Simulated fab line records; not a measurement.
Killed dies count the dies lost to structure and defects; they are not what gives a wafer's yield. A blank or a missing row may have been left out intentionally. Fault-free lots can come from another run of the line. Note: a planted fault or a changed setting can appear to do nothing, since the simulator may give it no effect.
fab line records -- flow sky130
record: lots: 14, wafers: 42, last_day: 50
route steps=708 shown VIA4@651 METAL5@663
lots that met no fault: taken from a fault-free run of the same line
start_h: hours from the record's opening day to when the first of the lot's shown wafers began -- wait_h: hours elapsed since this lot's preceding step -- " unchanged from the row above -- L1.1+2: a single row standing in for several wafers -- - either no value or no given start -- * or withheld: withheld -- < > ~ a bound
route shown NAME@n: a module of which the file shows steps, and the number in the route of the first -- usual: mean/standard deviation of fault-free wafers -- same: alike in all rows -- chamber/n: place in a boat -- sites: each site's reading -- _std_site: their standard deviation -- _edge_site: inner sites' mean taken away from outer sites' mean -- radius_mm: for every site, how far away it sits from the centre of the wafer -- mask NAME#n: copy n -- behind: tool/chamber where the wafer was last shaped -- hold: reason for holding the lot/hours on hold/outcome of the hold -- device: the transistor (n, p or np) that didn't switch -- end of line: tests run on the same wafers once the route is complete -- step lacking rows: just its recipe -- killed: at the first sort, the dies lost to defects and structure; wafer yield is something else -- map: dies across one wafer; x = killed, . = not, _ = none there
set.NAME: the run value of the setting; set.NAME@STEP: its run value at that earlier step -- model.NAME: the simulator's own value behind a step, which no gauge read
one table for each step of the route and one row for each wafer, over a sample of lots
services: the hour from which a tool's chamber was out of use, counted from the record's first day as start_h (under 0 if before that day), plus the number of hours and why
== steps ==
step: SKY_VIA4_ETCH_12
recipe: target: SiO2, chemistry: C4F8/O2/Ar, stop_on: TiN, mask_material: NOVOLAK, source_w: 1500, bias_w: 1200, pressure_mtorr: 40, c4f8_flow_sccm: withheld, O2_flow_sccm: 6, Ar_flow_sccm: 300, time_s: withheld, target_depth_a: 5800
usual: oes_product_au: 0.926/0.0044
lot.wafer,tool,chamber,start_h,wait_h,oes_product_au
L354.1,rie_diel-01,0,1026.92,0.0,0.925
L354.3,rie_diel-01,3,1026.92,0.0,0.930
L354.4,rie_diel-01,1,1026.92,0.0,0.928
L356.1,rie_diel-01,0,1044.17,0.0,0.925
L356.2,rie_diel-01,1,1044.17,0.0,0.916
L356.4,rie_diel-01,1,1044.17,0.0,0.928
L357.4,rie_diel-01,1,1047.77,0.0,0.933
L357.5,rie_diel-01,0,1047.77,0.0,0.926
L357.6,rie_diel-01,3,1047.77,0.0,0.924
L358.1,rie_diel-02,3,1063.00,0.0,0.925
L358.3,rie_diel-02,2,1063.00,0.0,0.931
L358.6,rie_diel-02,2,1063.00,0.0,0.923
L359.3,rie_diel-02,1,1063.65,0.0,0.919
L359.5,rie_diel-02,1,1063.65,0.0,0.926
L359.6,rie_diel-02,2,1063.65,0.0,0.926
L360.2,rie_diel-01,3,1072.70,0.0,0.925
L360.4,rie_diel-01,1,1072.70,0.0,0.930
L360.5,rie_diel-01,2,1072.70,0.0,0.932
L365.1,rie_diel-02,0,1098.27,0.0,0.928
L365.4,rie_diel-02,3,1098.27,0.0,0.919
L365.5,rie_diel-02,0,1098.27,0.0,0.929
L367.3,rie_diel-01,2,1110.12,0.0,0.925
L367.4,rie_diel-01,3,1110.12,0.0,0.927
L367.6,rie_diel-01,0,1110.12,0.0,0.923
L370.3,rie_diel-04,2,1127.10,0.0,0.931
L370.4,rie_diel-04,0,1127.10,0.0,0.921
L370.5,rie_diel-04,1,1127.10,0.0,0.924
L371.1,rie_diel-01,2,1129.32,0.0,0.928
L371.3,rie_diel-01,0,1129.32,0.0,0.919
L371.6,rie_diel-01,1,1129.32,0.0,0.918
L372.1,rie_diel-02,2,1132.72,0.0,0.926
L372.5,rie_diel-02,1,1132.72,0.0,0.922
L372.6,rie_diel-02,2,1132.72,0.0,0.937
L373.2,rie_diel-04,1,1134.97,0.0,0.925
L373.3,rie_diel-04,2,1134.97,0.0,0.924
L373.4,rie_diel-04,2,1134.97,0.0,0.929
L374.2,rie_diel-01,2,1149.27,0.0,0.922
L374.3,rie_diel-01,0,1149.27,0.0,0.922
L374.4,rie_diel-01,3,1149.27,0.0,0.922
L376.1,rie_diel-01,2,1154.07,0.0,0.933
L376.4,rie_diel-01,0,1154.07,0.0,0.928
L376.6,rie_diel-01,0,1154.07,0.0,0.922
step: SKY_VIA4_STRIP_13
recipe: chemistry: O2/N2, power_w: 1400, pressure_mtorr: 1500, platen_temp_c: withheld, o2_flow_sccm: 3000, n2_flow_sccm: 300, overash_fraction: 0.5
usual: drypump_motor_current_A: 5.7/0.47, oes_product_au: 0.710/0.0045, strip_time_to_endpoint_s: 12.81/0.033
lot.wafer,tool,chamber,start_h,wait_h,drypump_motor_current_A,oes_product_au,rf_hours_counter_h,strip_time_to_endpoint_s
L354.1,plasma_asher-02,0,1026.99,-,5.2,0.707,90,12.88
L354.3,plasma_asher-02,0,1026.99,-,5.2,0.715,-,12.83
L354.4,plasma_asher-02,1,1026.99,-,5.2,0.708,-,12.85
L356.1,plasma_asher-03,1,1044.24,-,6.1,0.712,30,12.78
L356.2,plasma_asher-03,0,1044.24,-,6.1,0.711,30,12.80
L356.4,plasma_asher-03,1,1044.24,-,6.1,0.707,-,12.79
L357.4,plasma_asher-02,1,1047.88,-,5.2,0.713,-,12.78
L357.5,plasma_asher-02,0,1047.88,-,5.2,0.710,-,12.76
L357.6,plasma_asher-02,1,1047.88,-,5.2,0.709,-,12.79
L358.1,plasma_asher-03,1,1063.07,-,6.1,0.715,32,12.80
L358.3,plasma_asher-03,1,1063.07,-,6.1,0.707,-,12.83
L358.6,plasma_asher-03,0,1063.07,-,6.1,0.716,-,12.81
L359.3,plasma_asher-03,1,1063.75,-,6.1,0.707,-,12.82
L359.5,plasma_asher-03,0,1063.75,-,6.1,0.709,-,12.80
L359.6,plasma_asher-03,1,1063.75,-,6.1,0.716,-,12.76
L360.2,plasma_asher-02,0,1072.77,-,5.2,0.704,95,12.80
L360.4,plasma_asher-02,0,1072.77,-,5.2,0.710,-,12.82
L360.5,plasma_asher-02,0,1072.77,-,5.2,0.711,-,12.78
L365.1,plasma_asher-03,0,1098.34,-,6.1,0.709,36,12.85
L365.4,plasma_asher-03,0,1098.34,-,6.1,0.713,-,12.78
L365.5,plasma_asher-03,1,1098.34,-,6.1,0.710,-,12.86
L367.3,plasma_asher-01,1,1110.23,-,6.4,0.715,-,12.84
L367.4,plasma_asher-01,0,1110.23,-,5.3,0.718,-,12.77
L367.6,plasma_asher-01,0,1110.23,-,5.2,0.706,-,12.82
L370.3,plasma_asher-01,0,1127.20,-,5.3,0.709,-,12.81
L370.4,plasma_asher-01,1,1127.20,-,6.3,0.700,-,12.83
L370.5,plasma_asher-01,1,1127.20,-,6.3,0.712,-,12.83
L371.1,plasma_asher-03,1,1129.39,-,6.1,0.709,39,12.86
L371.3,plasma_asher-03,0,1129.39,-,6.0,0.710,-,12.83
L371.6,plasma_asher-03,0,1129.39,-,6.1,0.708,-,12.82
L372.1,plasma_asher-03,1,1132.79,-,6.1,0.709,39,12.79
L372.5,plasma_asher-03,0,1132.79,-,6.1,0.710,-,12.83
L372.6,plasma_asher-03,1,1132.79,-,6.1,0.709,-,12.78
L373.2,plasma_asher-02,1,1135.04,-,5.2,0.714,101,12.87
L373.3,plasma_asher-02,1,1135.04,-,5.2,0.709,-,12.78
L373.4,plasma_asher-02,0,1135.04,-,5.2,0.714,-,12.76
L374.2,plasma_asher-03,1,1149.34,-,6.0,0.719,41,12.78
L374.3,plasma_asher-03,1,1149.34,-,6.1,0.711,-,12.85
L374.4,plasma_asher-03,0,1149.34,-,6.1,0.696,-,12.83
L376.1,plasma_asher-03,1,1154.14,-,6.0,0.708,41,12.82
L376.4,plasma_asher-03,1,1154.14,-,6.1,0.712,-,12.83
L376.6,plasma_asher-03,0,1154.14,-,6.0,0.717,-,12.82
step: SKY_METAL5_SPUTTER_02
recipe: material: AlCu, target_thk_nm: 1150, power_w: 10600, time_s: 61.2, chamber_pressure_pa: 0.4
usual: cathode_dc_power_W: 10600/1.9, chamber_pressure_pa: 0.4003/0.00075, throttle_valve_pct: 29.9/0.72
lot.wafer,tool,chamber,start_h,wait_h,cathode_dc_power_W,chamber_pressure_pa,throttle_valve_pct
L354.1,pvd_sputter-03,-,1028.33,0.0,10602,0.3993,28.6
L354.3,pvd_sputter-03,-,1028.33,0.0,10598,0.4001,29.7
L354.4,pvd_sputter-03,-,1028.33,0.0,10602,0.4002,29.9
L356.1,pvd_sputter-01,-,1045.86,0.0,10600,0.4012,31.5
L356.2,pvd_sputter-01,-,1045.86,0.0,10601,0.4009,31.2
L356.4,pvd_sputter-01,-,1045.86,0.0,10597,0.3994,29.8
L357.4,pvd_sputter-03,-,1049.21,0.0,10599,0.4010,28.8
L357.5,pvd_sputter-03,-,1049.21,0.0,10602,0.3999,29.9
L357.6,pvd_sputter-03,-,1049.21,0.0,10599,0.4008,28.9
L358.1,pvd_sputter-01,-,1064.48,0.0,10600,0.4002,31.2
L358.3,pvd_sputter-01,-,1064.48,0.0,10601,0.4009,30.8
L358.6,pvd_sputter-01,-,1064.48,0.0,10600,0.4008,29.6
L359.3,pvd_sputter-03,-,1065.23,0.0,10601,0.3997,29.7
L359.5,pvd_sputter-03,-,1065.23,0.0,10600,0.4011,30.1
L359.6,pvd_sputter-03,-,1065.23,0.0,10599,0.4015,29.3
L360.2,pvd_sputter-04,-,1074.10,0.0,10602,0.3993,30.4
L360.4,pvd_sputter-04,-,1074.10,0.0,10599,0.3990,30.0
L360.5,pvd_sputter-04,-,1074.10,0.0,10597,0.4013,29.3
L365.1,pvd_sputter-04,-,1099.77,0.0,-,-,-
L365.4,pvd_sputter-04,-,1099.77,0.0,-,-,-
L365.5,pvd_sputter-04,-,1099.77,0.0,-,-,-
L367.3,pvd_sputter-03,-,1111.56,0.0,-,-,-
L367.4,pvd_sputter-03,-,1111.56,0.0,-,-,-
L367.6,pvd_sputter-03,-,1111.56,0.0,-,-,-
L370.3,pvd_sputter-01,-,1128.55,0.0,10604,0.3993,29.6
L370.4,pvd_sputter-01,-,1128.55,0.0,10596,0.4002,31.0
L370.5,pvd_sputter-01,-,1128.55,0.0,10602,0.4014,31.3
L371.1,pvd_sputter-03,-,1130.92,0.0,10597,0.3996,29.8
L371.3,pvd_sputter-03,-,1130.92,0.0,10598,0.3991,29.9
L371.6,pvd_sputter-03,-,1130.92,0.0,10601,0.3998,29.5
L372.1,pvd_sputter-03,-,1134.16,0.0,10602,0.4022,28.8
L372.5,pvd_sputter-03,-,1134.16,0.0,10603,0.4000,29.2
L372.6,pvd_sputter-03,-,1134.16,0.0,10601,0.4009,29.7
L373.2,pvd_sputter-04,-,1136.41,0.0,10599,0.4003,29.9
L373.3,pvd_sputter-04,-,1136.41,0.0,10597,0.4003,30.4
L373.4,pvd_sputter-04,-,1136.41,0.0,10600,0.4001,29.3
L374.2,pvd_sputter-03,-,1151.05,0.0,10599,0.4000,29.8
L374.3,pvd_sputter-03,-,1151.05,0.0,10601,0.3992,30.0
L374.4,pvd_sputter-03,-,1151.05,0.0,10601,0.4005,29.7
L376.1,pvd_sputter-03,-,1155.48,0.0,10602,0.3999,29.6
L376.4,pvd_sputter-03,-,1155.48,0.0,10603,0.4004,29.8
L376.6,pvd_sputter-03,-,1155.48,0.0,10598,0.4002,29.6
step: SKY_METAL5_SPUTTER_03
recipe: material: Ti, target_thk_nm: 5, power_w: 3000, time_s: 3.3, chamber_pressure_pa: 0.4
usual: cathode_dc_power_W: 2999.9/0.59, chamber_pressure_pa: 0.3999/0.00078, throttle_valve_pct: 29.9/0.72
lot.wafer,tool,chamber,start_h,wait_h,cathode_dc_power_W,chamber_pressure_pa,throttle_valve_pct
L354.1,pvd_sputter-03,-,1028.38,0.0,2998.7,0.4000,29.0
L354.3,pvd_sputter-03,-,1028.38,0.0,3000.6,0.3997,29.6
L354.4,pvd_sputter-03,-,1028.38,0.0,2999.8,0.3996,29.9
L356.1,pvd_sputter-01,-,1045.91,0.0,3000.7,0.3999,31.6
L356.2,pvd_sputter-01,-,1045.91,0.0,3000.6,0.4005,30.9
L356.4,pvd_sputter-01,-,1045.91,0.0,3000.2,0.4012,29.7
L357.4,pvd_sputter-03,-,1049.26,0.0,2998.9,0.4011,28.8
L357.5,pvd_sputter-03,-,1049.26,0.0,2999.8,0.3996,29.7
L357.6,pvd_sputter-03,-,1049.26,0.0,3000.2,0.4016,28.9
L358.1,pvd_sputter-01,-,1064.53,0.0,3000.4,0.3996,31.0
L358.3,pvd_sputter-01,-,1064.53,0.0,3000.4,0.3987,31.1
L358.6,pvd_sputter-01,-,1064.53,0.0,2999.9,0.3977,29.4
L359.3,pvd_sputter-03,-,1065.28,0.0,2999.1,0.4004,29.7
L359.5,pvd_sputter-03,-,1065.28,0.0,2999.3,0.3994,29.7
L359.6,pvd_sputter-03,-,1065.28,0.0,2999.9,0.4001,29.6
L360.2,pvd_sputter-04,-,1074.15,0.0,3000.3,0.3994,30.1
L360.4,pvd_sputter-04,-,1074.15,0.0,3000.5,0.3996,30.2
L360.5,pvd_sputter-04,-,1074.15,0.0,2999.8,0.3995,29.6
L365.1,pvd_sputter-04,-,1099.82,0.0,3000.1,0.4002,29.5
L365.4,pvd_sputter-04,-,1099.82,0.0,3000.4,0.3994,29.6
L365.5,pvd_sputter-04,-,1099.82,0.0,3000.4,0.4003,30.2
L367.3,pvd_sputter-03,-,1111.61,0.0,3000.2,0.3999,29.6
L367.4,pvd_sputter-03,-,1111.61,0.0,3000.7,0.4002,29.8
L367.6,pvd_sputter-03,-,1111.61,0.0,3000.4,0.4001,30.1
L370.3,pvd_sputter-01,-,1128.60,0.0,2999.7,0.3999,29.6
L370.4,pvd_sputter-01,-,1128.60,0.0,3000.9,0.3974,30.8
L370.5,pvd_sputter-01,-,1128.60,0.0,2999.8,0.3998,31.1
L371.1,pvd_sputter-03,-,1130.97,0.0,3000.7,0.3974,29.7
L371.3,pvd_sputter-03,-,1130.97,0.0,2999.2,0.4009,30.1
L371.6,pvd_sputter-03,-,1130.97,0.0,3000.1,0.3984,29.5
L372.1,pvd_sputter-03,-,1134.21,0.0,2999.8,0.4004,28.9
L372.5,pvd_sputter-03,-,1134.21,0.0,3000.1,0.3991,29.5
L372.6,pvd_sputter-03,-,1134.21,0.0,2999.3,0.3992,29.9
L373.2,pvd_sputter-04,-,1136.47,0.0,3000.7,0.4003,29.8
L373.3,pvd_sputter-04,-,1136.47,0.0,3000.2,0.3994,30.2
L373.4,pvd_sputter-04,-,1136.47,0.0,3000.3,0.3994,29.1
L374.2,pvd_sputter-03,-,1151.10,0.0,2999.3,0.4000,29.7
L374.3,pvd_sputter-03,-,1151.10,0.0,2999.7,0.4006,29.8
L374.4,pvd_sputter-03,-,1151.10,0.0,3000.4,0.4003,29.8
L376.1,pvd_sputter-03,-,1155.53,0.0,3001.2,0.4006,29.7
L376.4,pvd_sputter-03,-,1155.53,0.0,3000.1,0.4006,30.2
L376.6,pvd_sputter-03,-,1155.53,0.0,3000.0,0.4010,29.8
step: SKY_METAL5_RS_MEAS_05
recipe: thk_meas_gauge: four-point-probe, reads: TiN_of_METAL5_SPUTTER_04+Ti_of_METAL5_SPUTTER_03+AlCu_of_METAL5_SPUTTER_02+TiN_of_METAL5_SPUTTER_01+Ti_of_METAL5_SPUTTER_00
usual: METAL5_ALCU_RS: 0.0272/0.00032
lot.wafer,tool,chamber,start_h,wait_h,METAL5_ALCU_RS[ohm/sq]
L354.1,film_metro-02,-,1028.45,0.0,0.0266
L354.3,film_metro-02,-,1028.45,0.0,0.0267
L354.4,film_metro-02,-,1028.45,0.0,0.0273
L356.1,film_metro-01,-,1045.98,0.0,0.0272
L356.2,film_metro-01,-,1045.98,0.0,0.0269
L356.4,film_metro-01,-,1045.98,0.0,0.0274
L357.4,film_metro-03,-,1049.39,0.1,0.0267
L357.5,film_metro-03,-,1049.39,0.1,0.0273
L357.6,film_metro-03,-,1049.39,0.1,0.0267
L358.1,film_metro-03,-,1064.60,0.0,0.0271
L358.3,film_metro-03,-,1064.60,0.0,0.0277
L358.6,film_metro-03,-,1064.60,0.0,0.0273
L359.3,film_metro-02,-,1065.39,0.1,0.0276
L359.5,film_metro-02,-,1065.39,0.1,0.0271
L359.6,film_metro-02,-,1065.39,0.1,0.0271
L360.2,film_metro-03,-,1074.24,0.0,0.0274
L360.4,film_metro-03,-,1074.24,0.0,0.0273
L360.5,film_metro-03,-,1074.24,0.0,0.0270
L365.1,film_metro-02,-,1099.89,0.0,8.5993
L365.4,film_metro-02,-,1099.89,0.0,8.5774
L365.5,film_metro-02,-,1099.89,0.0,8.5018
L367.3,film_metro-02,-,1111.71,0.1,8.6753
L367.4,film_metro-02,-,1111.71,0.1,8.7807
L367.6,film_metro-02,-,1111.71,0.1,8.7093
L370.3,film_metro-01,-,1128.71,0.1,0.0276
L370.4,film_metro-01,-,1128.71,0.1,0.0276
L370.5,film_metro-01,-,1128.71,0.1,0.0272
L371.1,film_metro-02,-,1131.03,0.0,0.0269
L371.3,film_metro-02,-,1131.03,0.0,0.0270
L371.6,film_metro-02,-,1131.03,0.0,0.0269
L372.1,film_metro-03,-,1134.27,0.0,0.0275
L372.5,film_metro-03,-,1134.27,0.0,0.0273
L372.6,film_metro-03,-,1134.27,0.0,0.0273
L373.2,film_metro-03,-,1136.55,0.0,0.0274
L373.3,film_metro-03,-,1136.55,0.0,0.0268
L373.4,film_metro-03,-,1136.55,0.0,0.0267
L374.2,film_metro-02,-,1151.19,0.0,0.0273
L374.3,film_metro-02,-,1151.19,0.0,0.0274
L374.4,film_metro-02,-,1151.19,0.0,0.0270
L376.1,film_metro-03,-,1155.59,0.0,0.0276
L376.4,film_metro-03,-,1155.59,0.0,0.0274
L376.6,film_metro-03,-,1155.59,0.0,0.0276
step: SKY_METAL5_THK_MEAS_06
recipe: thk_meas_gauge: xrf, reads: AlCu_of_METAL5_SPUTTER_02
usual: METAL5_ALCU_THK: 1154/13
lot.wafer,tool,chamber,start_h,wait_h,METAL5_ALCU_THK[nm]
L354.1,film_metro-02,-,1028.57,0.1,1178
L354.3,film_metro-02,-,1028.57,0.1,1174
L354.4,film_metro-02,-,1028.57,0.1,1155
L356.1,film_metro-01,-,1046.10,0.1,1159
L356.2,film_metro-01,-,1046.10,0.1,1160
L356.4,film_metro-01,-,1046.10,0.1,1149
L357.4,film_metro-03,-,1049.48,0.1,1171
L357.5,film_metro-03,-,1049.48,0.1,1152
L357.6,film_metro-03,-,1049.48,0.1,1175
L358.1,film_metro-03,-,1064.72,0.1,1158
L358.3,film_metro-03,-,1064.72,0.1,1138
L358.6,film_metro-03,-,1064.72,0.1,1150
L359.3,film_metro-02,-,1065.49,0.1,1136
L359.5,film_metro-02,-,1065.49,0.1,1148
L359.6,film_metro-02,-,1065.49,0.1,1159
L360.2,film_metro-03,-,1074.35,0.1,1151
L360.4,film_metro-03,-,1074.35,0.1,1157
L360.5,film_metro-03,-,1074.35,0.1,1166
L365.1,film_metro-02,-,1100.01,0.1,<0
L365.4,film_metro-02,-,1100.01,0.1,<0
L365.5,film_metro-02,-,1100.01,0.1,<0
L367.3,film_metro-02,-,1111.81,0.1,<0
L367.4,film_metro-02,-,1111.81,0.1,<0
L367.6,film_metro-02,-,1111.81,0.1,<0
L370.3,film_metro-01,-,1128.81,0.1,1129
L370.4,film_metro-01,-,1128.81,0.1,1128
L370.5,film_metro-01,-,1128.81,0.1,1149
L371.1,film_metro-02,-,1131.15,0.1,1161
L371.3,film_metro-02,-,1131.15,0.1,1159
L371.6,film_metro-02,-,1131.15,0.1,1163
L372.1,film_metro-03,-,1134.39,0.1,1144
L372.5,film_metro-03,-,1134.39,0.1,1148
L372.6,film_metro-03,-,1134.39,0.1,1152
L373.2,film_metro-03,-,1136.66,0.1,1135
L373.3,film_metro-03,-,1136.66,0.1,1162
L373.4,film_metro-03,-,1136.66,0.1,1179
L374.2,film_metro-02,-,1151.30,0.1,1147
L374.3,film_metro-02,-,1151.30,0.1,1149
L374.4,film_metro-02,-,1151.30,0.1,1149
L376.1,film_metro-03,-,1155.71,0.1,1137
L376.4,film_metro-03,-,1155.71,0.1,1145
L376.6,film_metro-03,-,1155.71,0.1,1128
== services ==
tool,chamber,start_h,hours,kind
rie_diel-01,3,1040.19,5.2,repair
plasma_asher-01,-,1055.25,9.0,pm
pvd_sputter-04,-,1055.60,3.0,repair
pvd_sputter-04,1,1060.59,-,consumable_replace:kit
pvd_sputter-04,1,1060.59,18.0,scheduled_down
pvd_sputter-04,1,1060.59,18.0,vent_cycle
pvd_sputter-04,-,1063.83,2.3,repair
rie_diel-02,-,1063.96,2.8,pm
rie_diel-01,0,1070.83,3.4,repair
rie_diel-02,2,1079.05,2.7,repair
pvd_sputter-03,-,1079.74,1.5,repair
plasma_asher-01,-,1084.03,2.5,repair
pvd_sputter-03,1,1087.84,-,consumable_replace:kit
pvd_sputter-03,1,1087.84,18.0,scheduled_down
pvd_sputter-03,1,1087.84,18.0,vent_cycle
pvd_sputter-01,3,1125.45,-,consumable_replace:kit
pvd_sputter-01,3,1125.45,18.0,scheduled_down
rie_diel-04,3,1129.32,6.4,repair
rie_diel-01,-,1136.79,0.5,repair
plasma_asher-03,-,1137.64,2.8,pm
pvd_sputter-04,-,1147.25,17.0,repair
pvd_sputter-03,0,1148.78,-,consumable_replace:kit
pvd_sputter-03,0,1148.78,18.0,scheduled_down
pvd_sputter-03,0,1148.78,18.0,vent_cycle
== key ==
first_sign: step: SKY_METAL5_SPUTTER_02, reading: tool_record, direction: missing
effect: step: SKY_METAL5_RS_MEAS_05, reading: METAL5_ALCU_RS, direction: up, sigmas: 99+, usual: 0.0272, struck: 8.6406
effect: step: SKY_METAL5_THK_MEAS_06, reading: METAL5_ALCU_THK, direction: down, sigmas: 86, usual: 1154, struck: <0
met_at SKY_METAL5_SPUTTER_02
struck_lots L365,L367
later_rows_left_out L365.1,L365.4,L365.5,L367.3,L367.4,L367.6
sort_left_out L365.1,L365.4,L365.5,L367.3,L367.4,L367.6
not_acting_at SKY_VIA4_ETCH_12,SKY_VIA4_STRIP_13,SKY_METAL5_SPUTTER_03
onset_between 1074.10 1099.77
fault: kind: skipped_step_whole, tool: pvd_sputter-03,pvd_sputter-04, chamber: -, onset_h: 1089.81, steps: SKY_METAL5_SPUTTER_02, scope: struck_lots_only
sort_left_out: the simulated sort isn't trusted on such a fault, so these wafers' sort isn't shown, and their yield isn't known
later_rows_left_out: the simulator's readings of these wafers behind a module that went badly wrong aren't trusted and aren't shown, but for the sort
